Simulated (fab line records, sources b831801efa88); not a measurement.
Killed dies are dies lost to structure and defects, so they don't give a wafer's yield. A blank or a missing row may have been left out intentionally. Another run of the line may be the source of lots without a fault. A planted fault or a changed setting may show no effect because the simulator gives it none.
fab line records -- flow sky130
[record] lots = 6, wafers = 18, lastDay = 50
route steps=708 shown METAL2@483 PAD_OPEN@708
lots untouched by any fault: they come from a run of this same line in which no faults occurred
startH: hours from the record's first day to the start of the lot's first wafer shown -- waitH: time in hours since the lot's previous step -- " unchanged from the row above -- L1.1+2: a single row standing in for several wafers -- - value missing, or start not given -- * or withheld: withheld -- < > ~ a bound
route shown NAME@n: a module of which the file shows steps, and the number in the route of the first -- usual: mean and standard deviation over wafers with no fault -- same: alike in all rows -- chamber/n: place in a boat -- sites: readings site by site -- _std_site: standard deviation of those values -- _edge_site: inner sites' mean taken away from outer sites' mean -- radiusMm: how far each site lies from the wafer's centre -- mask NAME#n: copy n -- behind: the most recent tool/chamber to have shaped the wafer -- hold: why the lot was held/for how many hours/how that ended -- device: names the non-switching transistor (n, p or np) -- end of line: tests run on the same wafers once the route is complete -- a step without rows: its recipe alone -- killed: the dies lost at the first sort to structure and to defects; this is not the yield of the wafer -- map: a wafer's dies, marking killed ones x, the rest . and places with no die _
set.NAME: setting as actually run; set.NAME@STEP: the setting as run at that earlier step -- model.NAME: the simulator's own value behind a step, which no gauge read
lots at some steps of the route; a table a step, a row a wafer
services: a tool's chamber out of use, with start hour (startH, from the record's first day; less than 0 if before it), hours out, and reason
[[steps]]
[step SKY_METAL2_SPUTTER_00]
[recipe] material = Ti, targetThkNm = 15, powerW = 3000, timeS = 10, chamberPressurePa = 0.4
[usual] throttleValvePct = 30.0/1
lot.wafer,tool,chamber,startH,waitH,throttleValvePct
L968.1,pvdSputter-01,-,807.16,0.2,29.7
L968.2,pvdSputter-01,-,807.16,0.2,29.2
L968.5,pvdSputter-01,-,807.16,0.2,29.3
L972.2,pvdSputter-01,-,842.78,0.1,29.5
L972.5,pvdSputter-01,-,842.78,0.1,29.7
L972.6,pvdSputter-01,-,842.78,0.1,29.5
L981.1,pvdSputter-03,-,902.97,0.1,31.3
L981.4,pvdSputter-03,-,902.97,0.1,30.3
L981.5,pvdSputter-03,-,902.97,0.1,30.3
L984.1,pvdSputter-03,-,930.88,0.2,29.2
L984.2,pvdSputter-03,-,930.88,0.2,29.6
L984.5,pvdSputter-03,-,930.88,0.2,31.2
L987.1,pvdSputter-01,-,950.45,0.2,31.3
L987.2,pvdSputter-01,-,950.45,0.2,29.9
L987.6,pvdSputter-01,-,950.45,0.2,29.4
L988.1,pvdSputter-04,-,952.81,0.2,28.9
L988.3,pvdSputter-04,-,952.81,0.2,31.0
L988.5,pvdSputter-04,-,952.81,0.2,29.0
[step SKY_METAL2_SPUTTER_01]
[recipe] material = TiN, targetThkNm = 20, powerW = 6500, timeS = 16.7, chamberPressurePa = 0.4
[usual] throttleValvePct = 30.0/1
lot.wafer,tool,chamber,startH,waitH,throttleValvePct
L968.1,pvdSputter-01,-,807.18,0.0,29.6
L968.2,pvdSputter-01,-,807.18,0.0,29.7
L968.5,pvdSputter-01,-,807.18,0.0,29.2
L972.2,pvdSputter-01,-,842.81,0.0,29.7
L972.5,pvdSputter-01,-,842.81,0.0,29.6
L972.6,pvdSputter-01,-,842.81,0.0,29.4
L981.1,pvdSputter-03,-,902.99,0.0,31.2
L981.4,pvdSputter-03,-,902.99,0.0,30.2
L981.5,pvdSputter-03,-,902.99,0.0,30.0
L984.1,pvdSputter-03,-,930.90,0.0,29.0
L984.2,pvdSputter-03,-,930.90,0.0,29.8
L984.5,pvdSputter-03,-,930.90,0.0,31.0
L987.1,pvdSputter-01,-,950.47,0.0,31.2
L987.2,pvdSputter-01,-,950.47,0.0,29.9
L987.6,pvdSputter-01,-,950.47,0.0,29.5
L988.1,pvdSputter-04,-,952.84,0.0,28.8
L988.3,pvdSputter-04,-,952.84,0.0,30.8
L988.5,pvdSputter-04,-,952.84,0.0,28.9
[step SKY_METAL2_SPUTTER_02]
[recipe] material = AlCu, targetThkNm = 250, powerW = 10600, timeS = 13.3, chamberPressurePa = 0.4
[step SKY_METAL2_SPUTTER_03]
[recipe] material = Ti, targetThkNm = 5, powerW = 3000, timeS = 3.3, chamberPressurePa = 0.4
[usual] throttleValvePct = 30.0/1
lot.wafer,tool,chamber,startH,waitH,throttleValvePct
L968.1,pvdSputter-01,-,807.23,0.0,30.0
L968.2,pvdSputter-01,-,807.23,0.0,29.5
L968.5,pvdSputter-01,-,807.23,0.0,29.5
L972.2,pvdSputter-01,-,842.86,0.0,30.0
L972.5,pvdSputter-01,-,842.86,0.0,29.9
L972.6,pvdSputter-01,-,842.86,0.0,29.3
L981.1,pvdSputter-03,-,903.04,0.0,31.4
L981.4,pvdSputter-03,-,903.04,0.0,30.2
L981.5,pvdSputter-03,-,903.04,0.0,30.2
L984.1,pvdSputter-03,-,930.95,0.0,29.0
L984.2,pvdSputter-03,-,930.95,0.0,29.9
L984.5,pvdSputter-03,-,930.95,0.0,31.1
L987.1,pvdSputter-01,-,950.52,0.0,31.0
L987.2,pvdSputter-01,-,950.52,0.0,29.7
L987.6,pvdSputter-01,-,950.52,0.0,29.4
L988.1,pvdSputter-04,-,952.89,0.0,28.8
L988.3,pvdSputter-04,-,952.89,0.0,31.0
L988.5,pvdSputter-04,-,952.89,0.0,28.9
[step SKY_METAL2_SPUTTER_04]
[recipe] material = TiN, targetThkNm = 70, powerW = 6500, timeS = 58.3, chamberPressurePa = 0.4
[step SKY_METAL2_RS_MEAS_05]
[recipe] thkMeasGauge = four-point-probe, reads = TiN_of_METAL2_SPUTTER_04+Ti_of_METAL2_SPUTTER_03+AlCu_of_METAL2_SPUTTER_02+TiN_of_METAL2_SPUTTER_01+Ti_of_METAL2_SPUTTER_00
[usual] METAL2_ALCU_RS = 0.1269/0.0015
lot.wafer,tool,chamber,startH,waitH,METAL2_ALCU_RS[ohm/sq]
L968.1,filmMetro-03,-,807.30,0.0,0.1255
L968.2,filmMetro-03,-,807.30,0.0,0.1245
L968.5,filmMetro-03,-,807.30,0.0,0.1249
L972.2,filmMetro-03,-,842.94,0.0,0.1276
L972.5,filmMetro-03,-,842.94,0.0,0.1278
L972.6,filmMetro-03,-,842.94,0.0,0.1272
L981.1,filmMetro-04,-,903.11,0.0,0.1236
L981.4,filmMetro-04,-,903.11,0.0,0.1247
L981.5,filmMetro-04,-,903.11,0.0,0.1242
L984.1,filmMetro-03,-,931.02,0.0,0.1265
L984.2,filmMetro-03,-,931.02,0.0,0.1278
L984.5,filmMetro-03,-,931.02,0.0,0.1251
L987.1,filmMetro-04,-,950.59,0.0,0.1288
L987.2,filmMetro-04,-,950.59,0.0,0.1290
L987.6,filmMetro-04,-,950.59,0.0,0.1290
L988.1,filmMetro-03,-,952.95,0.0,0.1293
L988.3,filmMetro-03,-,952.95,0.0,0.1287
L988.5,filmMetro-03,-,952.95,0.0,0.1300
[step SKY_METAL2_THK_MEAS_06]
[recipe] thkMeasGauge = xrf, reads = AlCu_of_METAL2_SPUTTER_02
[usual] METAL2_ALCU_THK = 247.9/3
lot.wafer,tool,chamber,startH,waitH,METAL2_ALCU_THK[nm]
L968.1,filmMetro-03,-,807.42,0.1,250.8
L968.2,filmMetro-03,-,807.42,0.1,249.3
L968.5,filmMetro-03,-,807.42,0.1,249.0
L972.2,filmMetro-03,-,843.05,0.1,246.4
L972.5,filmMetro-03,-,843.05,0.1,246.0
L972.6,filmMetro-03,-,843.05,0.1,246.9
L981.1,filmMetro-04,-,903.23,0.1,253.8
L981.4,filmMetro-04,-,903.23,0.1,253.2
L981.5,filmMetro-04,-,903.23,0.1,252.7
L984.1,filmMetro-03,-,931.14,0.1,247.7
L984.2,filmMetro-03,-,931.14,0.1,241.8
L984.5,filmMetro-03,-,931.14,0.1,246.8
L987.1,filmMetro-04,-,950.71,0.1,245.2
L987.2,filmMetro-04,-,950.71,0.1,244.3
L987.6,filmMetro-04,-,950.71,0.1,245.0
L988.1,filmMetro-03,-,953.07,0.1,243.0
L988.3,filmMetro-03,-,953.07,0.1,243.6
L988.5,filmMetro-03,-,953.07,0.1,240.7
[step SKY_METAL2_DEHYDRATE_07]
[recipe] tempC = 200, timeS = 60
[step SKY_METAL2_HMDS_08]
[recipe] primeTimeS = 60, primeTempC = 120
[step SKY_METAL2_COAT_09]
[recipe] resist = BARC, tempC = withheld, timeS = withheld, spinRpm = 3000, resistThkNm = 60
[step SKY_METAL2_COAT_10]
[recipe] resist = KrF-thick, spinRpm = 3000, resistThkNm = 450
[step SKY_METAL2_SOFTBAKE_11]
[recipe] tempC = 100, timeS = 90, resist = KrF-thick
[step SKY_METAL2_EXPOSE_12]
[recipe] maskId = MM2, na = 0.8, sourceShape = annular, sigmaInner = 0.55, sigmaOuter = 0.85, targetCdNm = 140, doseMj = 28
lot.wafer,tool,chamber,startH,waitH,mask
L968.1+2+5,krfScanner-02,0,820.49,-,MM2#0
L972.2+5+6,krfScanner-01,0,855.86,-,MM2#0
L981.1+4+5,krfScanner-01,0,916.67,-,MM2#0
L984.1+2+5,krfScanner-01,0,944.23,-,MM2#0
L987.1+2+6,krfScanner-02,0,962.39,-,MM2#0
L988.1+3+5,krfScanner-02,0,965.42,-,MM2#0
[step SKY_METAL2_PEB_13]
[recipe] pebTempC = withheld, pebTimeS = withheld, resist = KrF-thick
[step SKY_METAL2_DEVELOP_14]
[recipe] developTimeS = 60, resist = KrF-thick, devTempC = 21
[step SKY_METAL2_CD_MEAS_15]
[recipe] targetCdNm = 140
[usual] cdNm = 139.9/1.7
lot.wafer,tool,chamber,startH,waitH,cdNm
L968.1,cdSem-02,-,833.87,-,138.7
L968.2,cdSem-02,-,833.87,-,139.7
L968.5,cdSem-02,-,833.87,-,139.6
L972.2,cdSem-01,-,869.14,-,143.0
L972.5,cdSem-01,-,869.14,-,141.9
L972.6,cdSem-01,-,869.14,-,141.0
L981.1,cdSem-01,-,929.02,-,139.8
L981.4,cdSem-01,-,929.02,-,138.8
L981.5,cdSem-01,-,929.02,-,118.4
L984.1,cdSem-01,-,956.43,-,139.9
L984.2,cdSem-01,-,956.43,-,141.9
L984.5,cdSem-01,-,956.43,-,123.6
L987.1,cdSem-01,-,974.87,-,138.1
L987.2,cdSem-01,-,974.87,-,139.0
L987.6,cdSem-01,-,974.87,-,138.1
L988.1,cdSem-02,-,978.08,-,138.7
L988.3,cdSem-02,-,978.08,-,139.6
L988.5,cdSem-02,-,978.08,-,140.5
[step SKY_METAL2_OVL_MEAS_16]
[usual] METAL2_OVL = 3/5.6
lot.wafer,tool,chamber,startH,waitH,METAL2_OVL[nm]
L968.1,overlay-01,-,833.99,0.1,7
L968.2,overlay-01,-,833.99,0.1,-5
L968.5,overlay-01,-,833.99,0.1,9
L972.2,overlay-02,-,869.24,0.1,3
L972.5,overlay-02,-,869.24,0.1,-2
L972.6,overlay-02,-,869.24,0.1,6
L981.1,overlay-01,-,929.14,0.1,-6
L981.4,overlay-01,-,929.14,0.1,2
L981.5,overlay-01,-,929.14,0.1,-3
L984.1,overlay-01,-,956.55,0.1,1
L984.2,overlay-01,-,956.55,0.1,2
L984.5,overlay-01,-,956.55,0.1,2
L987.1,overlay-02,-,974.99,0.1,9
L987.2,overlay-02,-,974.99,0.1,1
L987.6,overlay-02,-,974.99,0.1,-4
L988.1,overlay-02,-,978.20,0.1,6
L988.3,overlay-02,-,978.20,0.1,6
L988.5,overlay-02,-,978.20,0.1,9
[step SKY_METAL2_DESCUM_17]
[recipe] chemistry = O2, sourcePowerW = 150, biasPowerW = 0, pressureMtorr = 10, tempC = 40, timeS = 8
[usual] drypumpMotorCurrentA = 5.46/0.27, oesProductAu = 1.003/0.0098
lot.wafer,tool,chamber,startH,waitH,drypumpMotorCurrentA,oesProductAu,rfHoursCounterH,model.METAL2.cdNm
L968.1,rieMetal-04,1,834.02,0.0,4.97,0.984,5,138.9
L968.2,rieMetal-04,0,834.02,0.0,5.63,0.994,8,139.9
L968.5,rieMetal-04,1,834.02,0.0,4.99,0.987,-,139.8
L972.2,rieMetal-01,1,869.27,0.0,5.68,1.005,6,142.7
L972.5,rieMetal-01,1,869.27,0.0,5.69,0.992,-,141.3
L972.6,rieMetal-01,0,869.27,0.0,5.30,1.013,-,139.7
L981.1,rieMetal-01,0,929.17,0.0,5.32,1.009,16,139.3
L981.4,rieMetal-01,0,929.17,0.0,5.29,1.008,-,138
L981.5,rieMetal-01,0,929.17,0.0,5.30,1.006,-,117.6
L984.1,rieMetal-03,0,956.59,0.0,5.80,1.005,5,140.4
L984.2,rieMetal-03,1,956.59,0.0,5.54,1.013,19,141.9
L984.5,rieMetal-03,0,956.59,0.0,5.82,1.012,-,123.6
L987.1,rieMetal-03,0,975.02,0.0,5.75,1.003,7,138.4
L987.2,rieMetal-03,1,975.02,0.0,5.52,1.007,21,138.7
L987.6,rieMetal-03,0,975.02,0.0,5.77,1.000,-,138.7
L988.1,rieMetal-03,1,978.24,0.0,5.50,1.023,21,137.9
L988.3,rieMetal-03,1,978.24,0.0,5.54,1.015,-,138.7
L988.5,rieMetal-03,1,978.24,0.0,5.52,1.013,-,140
[step SKY_METAL2_ETCH_18]
[recipe] chemistry = N2/H2, target = BARC, ionEnergyEv = 200, biasW = 100, pressureMtorr = 30, n2FlowSccm = 100, h2FlowSccm = 200, icpW = 500, stopOn = SiO2, timeS = 45.9, targetDepthA = 600
[usual] drypumpMotorCurrentA = 5.47/0.27, h2FlowSccm = 200.0/0.61, oesProductAu = 0.854/0.005, throttleValvePct = 13.224/0.0088
lot.wafer,tool,chamber,startH,waitH,drypumpMotorCurrentA,h2FlowSccm,oesProductAu,rfHoursCounterH,throttleValvePct
L968.1,rieMetal-04,1,834.06,0.0,4.97,199.3,0.846,5,13.206
L968.2,rieMetal-04,0,834.06,0.0,5.62,200.4,0.845,8,13.218
L968.5,rieMetal-04,1,834.06,0.0,4.95,199.5,0.848,-,13.225
L972.2,rieMetal-01,1,869.31,0.0,5.72,200.3,0.854,6,13.223
L972.5,rieMetal-01,1,869.31,0.0,5.71,200.3,0.856,-,13.210
L972.6,rieMetal-01,0,869.31,0.0,5.30,198.8,0.853,-,13.228
L981.1,rieMetal-01,0,929.21,0.0,5.30,200.9,0.859,16,13.229
L981.4,rieMetal-01,0,929.21,0.0,5.32,200.6,0.854,-,13.223
L981.5,rieMetal-01,0,929.21,0.0,5.30,200.7,0.857,-,13.211
L984.1,rieMetal-03,0,956.62,0.0,5.79,198.9,0.851,5,13.222
L984.2,rieMetal-03,1,956.62,0.0,5.54,200.5,0.862,19,13.225
L984.5,rieMetal-03,0,956.62,0.0,5.80,199.2,0.854,-,13.222
L987.1,rieMetal-03,0,975.06,0.0,5.82,200.2,0.852,7,13.225
L987.2,rieMetal-03,1,975.06,0.0,5.53,199.5,0.862,21,13.221
L987.6,rieMetal-03,0,975.06,0.0,5.83,200.0,0.856,-,13.211
L988.1,rieMetal-03,1,978.27,0.0,5.50,200.1,0.856,21,13.213
L988.3,rieMetal-03,1,978.27,0.0,5.50,200.5,0.862,-,13.219
L988.5,rieMetal-03,1,978.27,0.0,5.53,199.6,0.849,-,13.217
[step SKY_METAL2_METAL_ETCH_19]
[recipe] targetDepthA = 3600, stopOn = SiO2, overEtchFrac = 0.3, timeS = 78, chemistry = Cl2/BCl3, resistSidewallDeg = 88, pressureMtorr = 10, icpW = 900, biasW = 48.5, Cl2_flow_sccm = 60, bcl3FlowSccm = 30
[usual] drypumpMotorCurrentA = 5.46/0.27, oesProductAu = 0.854/0.0062, throttleValvePct = 22.264/0.0096
lot.wafer,tool,chamber,startH,waitH,drypumpMotorCurrentA,oesProductAu,rfHoursCounterH,throttleValvePct,model.METAL2.cdNm
L968.1,rieMetal-04,1,834.12,0.0,4.97,0.861,5,22.264,141.9
L968.2,rieMetal-04,0,834.12,0.0,5.61,0.859,8,22.265,137.6
L968.5,rieMetal-04,1,834.12,0.0,4.96,0.863,-,22.256,141.9
L972.2,rieMetal-01,1,869.37,0.0,5.71,0.861,6,22.280,137.7
L972.5,rieMetal-01,1,869.37,0.0,5.70,0.850,-,22.272,135.8
L972.6,rieMetal-01,0,869.37,0.0,5.30,0.842,-,22.263,140.1
L981.1,rieMetal-01,0,929.27,0.0,5.28,0.872,16,22.273,142.4
L981.4,rieMetal-01,0,929.27,0.0,5.26,0.866,-,22.266,139.1
L981.5,rieMetal-01,0,929.27,0.0,5.29,0.860,-,22.273,118.1
L984.1,rieMetal-03,0,956.68,0.0,5.78,0.850,5,22.262,137
L984.2,rieMetal-03,1,956.68,0.0,5.50,0.846,19,22.264,143.4
L984.5,rieMetal-03,0,956.68,0.0,5.77,0.864,-,22.263,121
L987.1,rieMetal-03,0,975.12,0.0,5.80,0.865,7,22.268,137.2
L987.2,rieMetal-03,1,975.12,0.0,5.53,0.848,21,22.275,138.5
L987.6,rieMetal-03,0,975.12,0.0,5.79,0.855,-,22.255,136.1
L988.1,rieMetal-03,1,978.33,0.0,5.53,0.842,21,22.259,135.4
L988.3,rieMetal-03,1,978.33,0.0,5.53,0.850,-,22.257,135.8
L988.5,rieMetal-03,1,978.33,0.0,5.55,0.847,-,22.278,137.2
[step SKY_METAL2_STRIP_20]
[recipe] chemistry = O2/N2, powerW = 1400, pressureMtorr = 1500, platenTempC = withheld, o2FlowSccm = 3000, n2FlowSccm = 300, overashFraction = 0.5
[usual] drypumpMotorCurrentA = 5.7/0.56, oesProductAu = 0.342/0.0048, stripTimeToEndpointS = 2.68/0.041
lot.wafer,tool,chamber,startH,waitH,drypumpMotorCurrentA,oesProductAu,rfHoursCounterH,stripTimeToEndpointS
L968.1,plasmaAsher-03,0,834.21,0.1,6.4,0.335,101,2.69
L968.2,plasmaAsher-03,1,834.21,0.1,5.3,0.346,101,2.68
L968.5,plasmaAsher-03,0,834.21,0.1,6.5,0.346,-,2.74
L972.2,plasmaAsher-04,0,869.46,0.1,5.3,0.344,12,2.69
L972.5,plasmaAsher-04,1,869.46,0.1,5.3,0.342,-,2.70
L972.6,plasmaAsher-04,0,869.46,0.1,5.3,0.331,-,2.61
L981.1,plasmaAsher-03,1,929.36,0.1,5.4,0.340,110,2.72
L981.4,plasmaAsher-03,1,929.36,0.1,5.4,0.343,-,2.69
L981.5,plasmaAsher-03,0,929.36,0.1,6.5,0.340,-,2.70
L984.1,plasmaAsher-01,1,956.77,0.1,5.4,0.349,82,2.72
L984.2,plasmaAsher-01,0,956.77,0.1,6.6,0.340,82,2.62
L984.5,plasmaAsher-01,1,956.77,0.1,5.4,0.348,-,2.72
L987.1,plasmaAsher-03,0,975.21,0.1,6.4,0.343,114,2.68
L987.2,plasmaAsher-03,1,975.21,0.1,5.3,0.336,114,2.60
L987.6,plasmaAsher-03,0,975.21,0.1,6.4,0.345,-,2.67
L988.1,plasmaAsher-04,0,978.42,0.1,5.3,0.350,23,2.68
L988.3,plasmaAsher-04,1,978.42,0.1,5.3,0.336,-,2.66
L988.5,plasmaAsher-04,1,978.42,0.1,5.3,0.334,-,2.67
[step SKY_PAD_OPEN_PROBE_99]
[usual] defectLimitedYield = 82.9/1.7, killed_at_M0_to_M3 = 42/6.1, killed_at_M4_up = 3.4/2, killedAtContacts = 23/4.8, killedAtFrontEnd = 15/3.8, killedAtOther = 0.3/0.48, killedDies = 84/8.5, killedOpen = 46/6.8, killedShort = 38/6.2, sort_bin_3_pad_short = 0.8/0.42, sort_bin_5_function = 10.1/1.4, sort_bin_6_memory = 6.2/0.99, sortNPass = 408/8.5, sortYieldPct = 82.9/1.7
[same] grossDies = 492, killedAtBackSide = 0, sort_bin_4_leakage[%] = 0, sort_bin_8_speed[%] = 0
lot.wafer,tool,chamber,startH,waitH,defectLimitedYield[%],killed_at_M0_to_M3,killed_at_M4_up,killedAtContacts,killedAtFrontEnd,killedAtOther,killedDies,killedOpen,killedShort,sort_bin_3_pad_short[%],sort_bin_5_function[%],sort_bin_6_memory[%],sortNPass,sortYieldPct[%]
L968.1,prober-01,-,1088.14,0.1,79.1,58,1,26,18,0,103,58,45,1.4,11.8,7.7,389,79.1
L968.2,prober-01,-,1088.19,0.1,81.1,41,7,22,22,1,93,59,33,1.2,11.4,6.3,399,81.1
L968.5,prober-01,-,1088.34,0.2,82.3,42,2,28,15,0,87,53,34,0.6,10.8,6.3,405,82.3
L972.2,prober-01,-,1116.99,0.1,82.5,41,4,28,13,0,86,43,43,0.8,9.1,7.5,406,82.5
L972.5,prober-01,-,1117.14,0.2,85.4,32,3,24,13,0,72,39,32,1.2,7.1,6.3,420,85.4
L972.6,prober-01,-,1117.19,0.2,83.7,37,6,24,13,0,80,34,46,0.8,10.0,5.5,412,83.7
L981.1,prober-02,-,1162.62,0.1,81.1,42,2,29,20,0,93,51,42,0.8,10.4,7.7,399,81.1
L981.4,prober-02,-,1162.77,0.2,81.3,46,3,22,20,1,92,54,38,0.8,11.4,6.5,400,81.3
L981.5,prober-02,-,1162.82,0.2,58.7,167,3,24,9,0,203,39,36,0.4,34.8,6.1,289,58.7
L984.1,prober-02,-,1181.26,0.1,82.7,41,3,23,17,1,85,51,34,0.6,8.9,7.7,407,82.7
L984.2,prober-02,-,1181.31,0.1,85.6,35,4,20,12,0,71,40,31,0.6,7.7,6.1,421,85.6
L984.5,prober-02,-,1181.46,0.2,75.4,88,1,18,14,0,121,55,27,0.4,18.7,5.5,371,75.4
L987.1,prober-01,-,1192.17,0.1,85.8,39,4,16,11,0,70,40,30,0.4,8.1,5.7,422,85.8
L987.2,prober-01,-,1192.22,0.1,83.1,41,1,25,16,0,83,35,48,0.8,9.8,6.3,409,83.1
L987.6,prober-01,-,1192.42,0.2,80.3,47,4,25,20,1,97,53,43,0,13.0,6.7,395,80.3
// killed by level:class
L968.1 VIA1:geometricParticle:open=17 CONTACT:geometricParticle:open=10 POLY_GATE:geometricParticle:short=6 LI_CONTACT:geometricParticle:open=6 METAL1:geometricParticle:short=6 METAL3:geometricParticle:short=6 VIA2:geometricParticle:open=5 FIELD_ISO:geometricParticle:open=4
L968.2 VIA1:geometricParticle:open=13 CONTACT:geometricParticle:open=10 POLY_GATE:geometricParticle:open=7 VIA2:geometricParticle:open=6 VIA2:geometricParticle:short=5 VIA3:geometricParticle:open=5 CONTACT:geometricParticle:short=4 LI_CONTACT:geometricParticle:open=4
L968.5 VIA1:geometricParticle:open=13 CONTACT:geometricParticle:open=9 LOCAL_INTERCONNECT:geometricParticle:short=7 VIA2:geometricParticle:open=7 VIA1:geometricParticle:short=6 CONTACT:geometricParticle:short=5 VIA3:geometricParticle:open=5 FIELD_ISO:geometricParticle:open=4
L972.2 CONTACT:geometricParticle:open=11 METAL2:geometricParticle:short=7 VIA3:geometricParticle:open=7 LI_CONTACT:geometricParticle:open=6 CONTACT:geometricParticle:short=6 METAL1:geometricParticle:short=6 METAL3:geometricParticle:short=6 VIA1:geometricParticle:open=5
L972.5 VIA1:geometricParticle:open=11 LI_CONTACT:geometricParticle:open=7 CONTACT:geometricParticle:short=6 CONTACT:geometricParticle:open=5 FIELD_ISO:geometricParticle:short=4 POLY_GATE:geometricParticle:open=4 VIA1:geometricParticle:short=4 VIA3:geometricParticle:open=4
L972.6 VIA1:geometricParticle:open=9 CONTACT:geometricParticle:open=8 METAL2:geometricParticle:short=8 CONTACT:geometricParticle:short=6 METAL4:geometricParticle:short=6 POLY_GATE:geometricParticle:short=5 LI_CONTACT:geometricParticle:short=4 VIA2:geometricParticle:open=4
L981.1 CONTACT:geometricParticle:open=13 VIA1:geometricParticle:open=9 CONTACT:geometricParticle:short=7 METAL1:geometricParticle:short=7 FIELD_ISO:geometricParticle:short=6 POLY_GATE:geometricParticle:short=6 VIA2:geometricParticle:open=6 VIA3:geometricParticle:open=6
L981.4 VIA1:geometricParticle:open=12 VIA3:geometricParticle:open=9 VIA2:geometricParticle:open=8 FIELD_ISO:geometricParticle:open=7 CONTACT:geometricParticle:short=6 POLY_GATE:geometricParticle:short=5 CONTACT:geometricParticle:open=5 METAL2:geometricParticle:short=5
L981.5 METAL2:areaExpose=128 CONTACT:geometricParticle:open=9 VIA1:geometricParticle:open=8 LI_CONTACT:geometricParticle:open=6 METAL1:geometricParticle:short=6 METAL3:geometricParticle:short=5 VIA3:geometricParticle:open=5 POLY_GATE:geometricParticle:open=3
L984.1 VIA1:geometricParticle:open=11 LI_CONTACT:geometricParticle:open=9 VIA2:geometricParticle:open=8 VIA3:geometricParticle:open=8 FIELD_ISO:geometricParticle:short=6 LI_CONTACT:geometricParticle:short=5 FIELD_ISO:geometricParticle:open=4 CONTACT:geometricParticle:short=4
L984.2 CONTACT:geometricParticle:open=8 VIA1:geometricParticle:open=6 VIA2:geometricParticle:short=6 FIELD_ISO:geometricParticle:open=5 LI_CONTACT:geometricParticle:open=5 VIA2:geometricParticle:open=5 VIA3:geometricParticle:open=5 VIA1:geometricParticle:short=4
L984.5 METAL2:areaExpose=39 VIA1:geometricParticle:open=13 VIA2:geometricParticle:open=11 CONTACT:geometricParticle:open=9 VIA3:geometricParticle:open=8 FIELD_ISO:geometricParticle:open=6 LI_CONTACT:geometricParticle:open=5 METAL1:geometricParticle:short=5
L987.1 VIA1:geometricParticle:open=12 CONTACT:geometricParticle:open=7 VIA2:geometricParticle:short=6 FIELD_ISO:geometricParticle:open=5 METAL2:geometricParticle:short=4 METAL1:geometricParticle:short=4 FIELD_ISO:geometricParticle:short=3 LI_CONTACT:geometricParticle:open=3
L987.2 VIA1:geometricParticle:short=8 LI_CONTACT:geometricParticle:open=7 CONTACT:geometricParticle:open=7 METAL2:geometricParticle:short=7 LOCAL_INTERCONNECT:geometricParticle:short=6 FIELD_ISO:geometricParticle:short=5 METAL1:geometricParticle:short=5 VIA2:geometricParticle:open=5
L987.6 VIA1:geometricParticle:open=15 VIA2:geometricParticle:open=10 CONTACT:geometricParticle:open=7 FIELD_ISO:geometricParticle:open=6 CONTACT:geometricParticle:short=6 LOCAL_INTERCONNECT:geometricParticle:short=6 POLY_GATE:geometricParticle:short=5 LI_CONTACT:geometricParticle:short=4
// map L981.5 (x killed, . not)
__________..xx.x.x.._________
________.x.......x.x.._______
______............xxx..._____
_____...x.x....x.xx...x..____
____....xx.....xx..x..x...___
___.....x.x.xxxxxxx........__
__....xx...xxx..xxx...x....._
_....x...xxxxxxxxxx.xxxx.x...
_x......x.x..xxxxxxxxx.xx....
_xx...x..xxx.xxx.x.xxx.x.xx.x
_x..x..x..xxxxx.xxx..x.xxx..x
_....x.x....xxxxxxxxx.x.x.x..
_.x.....xxxxxxxxxx.xx.x..x.x.
_.....xxx.x.x..xxx.xx....x...
_....xxxxxxxx.xxx.x.xx....x..
__.......xxxxx.xx.xx...x.xx._
___....x..x..xx.xxx.xxx....__
____.....xxx.......xxx.x..___
_____....x....x.xx.x....x____
______...............x.._____
________x....x..xx..x._______
__________..x.....xx_________
// map L984.5 (x killed, . not)
__________.....x...._________
________.............._______
______....x..x...x...x.x_____
_____x...................____
____..x...........x.......___
___.x..xx..x.xx.......x..x.__
__.x...x.....x...x...x.x...._
_.x....x..x.x.xx..x...x.....x
_..x.......xxx..xx.x.........
_........x.xx..x.x...........
_..xx..x.xxxxxx...x.x..x.....
_...x..x...xx.xxxxxx.xx..x...
_xx.....x...xx.xxx.xxx.x.....
_x.....x....x..xx..xx.....x..
_........x..x.x..xx.xx..x....
__.x........xxx....x..xx.x.._
___.........xx.......x.....__
____.....x...xxx...xx.....___
_____...................x____
______....x........xx..._____
________....x........._______
__________.....x...x_________
[[services]]
tool,chamber,startH,hours,kind
plasmaAsher-03,-,783.98,2.8,pm
pvdSputter-04,-,785.26,3.4,repair
rieMetal-01,-,794.96,4.0,pm
krfScanner-02,-,797.07,1.3,pm
krfScanner-01,-,799.91,0.8,pm
krfScanner-02,-,803.38,3.6,pm
pvdSputter-04,-,815.04,4.4,repair
krfScanner-02,-,820.72,0.9,repair
rieMetal-03,1,826.69,6.6,repair
krfScanner-01,-,863.07,1.0,pm
rieMetal-01,-,864.21,2.8,pm
rieMetal-04,-,877.64,1.4,repair
krfScanner-02,-,887.71,1.0,pm
krfScanner-01,-,890.05,0.3,repair
krfScanner-02,-,897.20,0.8,pm
plasmaAsher-03,-,899.40,1.0,repair
rieMetal-01,0,906.59,1.2,repair
pvdSputter-04,-,907.88,1.4,repair
pvdSputter-04,-,914.06,1.5,repair
krfScanner-02,-,922.63,0.8,pm
rieMetal-04,1,931.39,2.5,repair
krfScanner-01,-,931.50,1.3,pm
krfScanner-02,-,935.05,18.2,repair
krfScanner-01,-,954.20,0.3,repair
[[key]]
[firstSign] step = SKY_METAL2_CD_MEAS_15, reading = cdNm, direction = down, sigmas = 11, usual = 139.9, struck = 121.0
[effect] step = SKY_PAD_OPEN_PROBE_99, reading = killed_at_M0_to_M3, direction = up, sigmas = 14, usual = 42, struck = 128
[modelEffect] step = SKY_METAL2_DESCUM_17, value = METAL2.cdNm, without = 141.1, struck = 120.6
[modelEffect] step = SKY_METAL2_METAL_ETCH_19, value = METAL2.cdNm, without = 140, struck = 119.6
[moreKillsBornAt] SKY_METAL2_EXPOSE_12@krfScanner-01 = 167
metAt SKY_METAL2_EXPOSE_12
struckWafers L981.5,L984.5
onsetBetween 855.86 916.67
[fault] kind = processParameterDrift, tool = krfScanner-01, chamber = -, onsetH = 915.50, steps = SKY_METAL2_EXPOSE_12, channel = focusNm, offset = 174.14, shape = step, endH = 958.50, scope = struckWafersOnly
